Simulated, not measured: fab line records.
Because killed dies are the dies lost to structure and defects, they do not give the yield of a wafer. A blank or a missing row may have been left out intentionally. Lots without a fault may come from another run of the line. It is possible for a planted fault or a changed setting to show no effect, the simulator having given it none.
Chamber matching | flow gf180mcu | GF_V3_CMP_26 on cmp-01 has 4 sister chambers
The step polishes, stops on SiO2, t overpolish 15 s, target thk 0 nm. 20 wafers are shown with their chamber, then 10 later ones without.

== WAFERS, EACH WITH ITS CHAMBER ==
wafer  | chamber | motor_current_A (A) | time_to_endpoint_s (s) | overpolish_run_s (s)
L075.4 | 0       | 12.4                | 87                     | 15.001
L075.5 | 1       | 8.9                 | 89                     | 14.990
L075.6 | 2       | 9.1                 | 87                     | 15.006
L076.1 | 0       | 12.2                | 88                     | 15.017
L076.2 | 2       | 9.1                 | 82                     | 15.021
L076.4 | 3       | 10.3                | 83                     | 15.012
L079.1 | 2       | 9.3                 | 87                     | 14.998
L079.2 | 1       | 8.9                 | 87                     | 14.990
L079.3 | 3       | 10.3                | 89                     | 15.016
L081.1 | 0       | 13.3                | 84                     | 15.000
L081.5 | 1       | 9.6                 | 91                     | 15.012
L081.6 | 0       | 12.3                | 84                     | 15.010
L082.2 | 3       | 10.1                | 92                     | 15.016
L082.3 | 0       | 12.5                | 87                     | 14.977
L082.5 | 3       | 10.3                | 91                     | 15.016
L083.1 | 3       | 10.5                | 95                     | 14.998
L083.5 | 1       | 8.8                 | 92                     | 15.001
L083.6 | 0       | 12.8                | 91                     | 15.015
L087.1 | 3       | 10.4                | 93                     | 14.998
L087.2 | 1       | 8.7                 | 91                     | 14.989

SIGNATURES (averages over the wafers above)
reading            | chamber 0 | chamber 1 | chamber 2 | chamber 3 | scatter within a chamber
motor_current_A    | 12.583    | 8.980     | 9.167     | 10.317    | 0.301
time_to_endpoint_s | 86.83     | 90.00     | 85.33     | 90.50     | 3.11
overpolish_run_s   | 15.00333  | 14.99640  | 15.00833  | 15.00933  | 0.0116
Rule: distance of a wafer from a chamber = root of the sum over the readings of ((wafer's reading minus chamber's mean) / reading's scatter) squared. The wafer belongs to the nearest chamber; if the next one is less than 2 further off, it can't be placed. The scatter is the square root of a quotient: the sum, over the shown wafers, of each reading's squared deviation from its chamber's mean, divided by wafers minus chambers.

== WAFERS WITHOUT THEIR CHAMBER ==
wafer  | motor_current_A (A) | time_to_endpoint_s (s) | overpolish_run_s (s)
L087.6 | 12.5                | 85                     | 14.994
L088.1 | 12.5                | 85                     | 14.992
L088.2 | 10.5                | 86                     | 14.996
L088.5 | 9.2                 | 87                     | 14.987
L089.2 | 8.8                 | 87                     | 15.005
L089.3 | 12.8                | 83                     | 15.001
L089.5 | 12.7                | 86                     | 14.990
L096.2 | 9.5                 | 86                     | 15.001
L096.3 | 10.4                | 89                     | 15.002
L096.4 | 9.6                 | 88                     | 14.985

== CHAMBER TAKEN BY EACH ==
wafer  | from the rows above          | in truth
L087.6 | 0                            | 0
L088.1 | 0                            | 0
L088.2 | 3                            | 3
L088.5 | can't be placed: 1 or 2      | 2
L089.2 | can't be placed: 1 or 2      | 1
L089.3 | 0                            | 0
L089.5 | 0                            | 0
L096.2 | can't be placed: 2 or 1 or 3 | 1
L096.3 | 3                            | 3
L096.4 | can't be placed: 1 or 2 or 3 | 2
Correctly placed: 6 of 10. Not placeable from these rows: 4 (in 4, the candidates include the true chamber). Placed wrongly: 0.
